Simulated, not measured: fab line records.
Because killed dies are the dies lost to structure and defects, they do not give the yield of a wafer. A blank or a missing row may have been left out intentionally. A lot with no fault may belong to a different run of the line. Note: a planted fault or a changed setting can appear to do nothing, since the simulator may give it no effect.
Problem report, 8D (eight disciplines) form, completed by code    flow gf180mcu    the parts of the form that need people (team, actions taken, sign-off) are left out

== 1. WHAT WENT WRONG ==
Across 6 wafers from 2 lots, MVSD_RS at GF_VT_IMPLANT_RS_MEAS_46 averages 515.5 ohm/sq, while fault-free wafers read 456.7 ohm/sq with a standard deviation of 1.1. Measured from the usual mean, that is +54 standard deviations.
The step: measures by four-point-probe.
Earliest sighting: wafer L724.2 on filmMetro-02 at day 11 01:00. The record holds 36 wafers of 12 lots with a number at this step. Rule for "out" (also "out of limits"): further than 4 standard deviations from the usual mean. All remaining wafers that have a number are taken as sound.

== 2. WHAT IT IS, WHAT IT ISN'T ==
question                     is                          is not
which readings at this step  MVSD_RS                     -
which lots                   L724, L725                  L713, L714, L715, L718, L723, L728, L730, L731, L732, L733
which wafers of those lots   all that have a number      -
read on which gauges         filmMetro-02, filmMetro-04  filmMetro-01
when                         from day 11 01:00           up to then (15 sound wafers); but 15 sound wafers of L728, L730, L731, L732, L733 came after

== 3. THE SUSPECTS, EACH WITH WHAT RULES IT OUT ==
Counting: a tool at a process step up to the reading stays a suspect if it ran every lot that is out and no sound lot after the first of them.
- the gauge at GF_VT_IMPLANT_RS_MEAS_46 is ruled out. Those wafers that are out were read across 2 gauges (filmMetro-02, filmMetro-04).
- implanter-01 at GF_MVSD_IMPLANT_09: kept. It processed each lot that is out, first L724 at day 7 11:09, and no sound lot thereafter; up to then, the last sound lot it processed was L723 at day 7 03:28. Its own readings are out on those wafers: doseIonsCm2, faradayCurrentUA.
After counting, what remains is implanter-01 at GF_MVSD_IMPLANT_09.

== 4. THE CAUSE (what the simulator had put in) ==
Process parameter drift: implanter-01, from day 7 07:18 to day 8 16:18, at GF_MVSD_IMPLANT_09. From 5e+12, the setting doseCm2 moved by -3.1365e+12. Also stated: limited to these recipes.
After counting, this tool was the only one left.

== 5. THE CHAIN OF EFFECTS, in route order ==
Each row: a reading whose mean over the struck wafers that have a number lies more than 3 standard deviations from the usual. Readings are gone through only where the record gives a usual standard deviation; hours: the median, over the lots, of the time from a lot's start at the first step in this table giving one to that lot's start at this step; sigmas: the change measured in usual standard deviations.
hours  step                      reading           usual         on struck wafers  change  sigmas
0      GF_MVSD_IMPLANT_09        doseIonsCm2       5e+12         2e+12             -3e+12  -99 or more
0      GF_MVSD_IMPLANT_09        faradayCurrentUA  28.2          10.6              -17.6   -29
86     GF_VT_IMPLANT_RS_MEAS_46  MVSD_RS           456.7 ohm/sq  515.5             +58.8   +54
The process steps in it:
- GF_MVSD_IMPLANT_09

== 6. WHAT WOULD HAVE CAUGHT IT SOONER ==
90 hours passed between the start of the fault at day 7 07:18 and the first reading out of limits at a measuring or inspecting step in this record, taken at day 11 01:00.
At GF_MVSD_IMPLANT_09, the tool's own readings (doseIonsCm2, faradayCurrentUA) were out on each struck wafer the step has a row for, so an alarm limit on them would have fired on the first such wafer.
Lots out: 2; all had begun GF_MVSD_IMPLANT_09 on implanter-01 by day 11 01:00. None of them would have been spared by holding the tool at that moment.
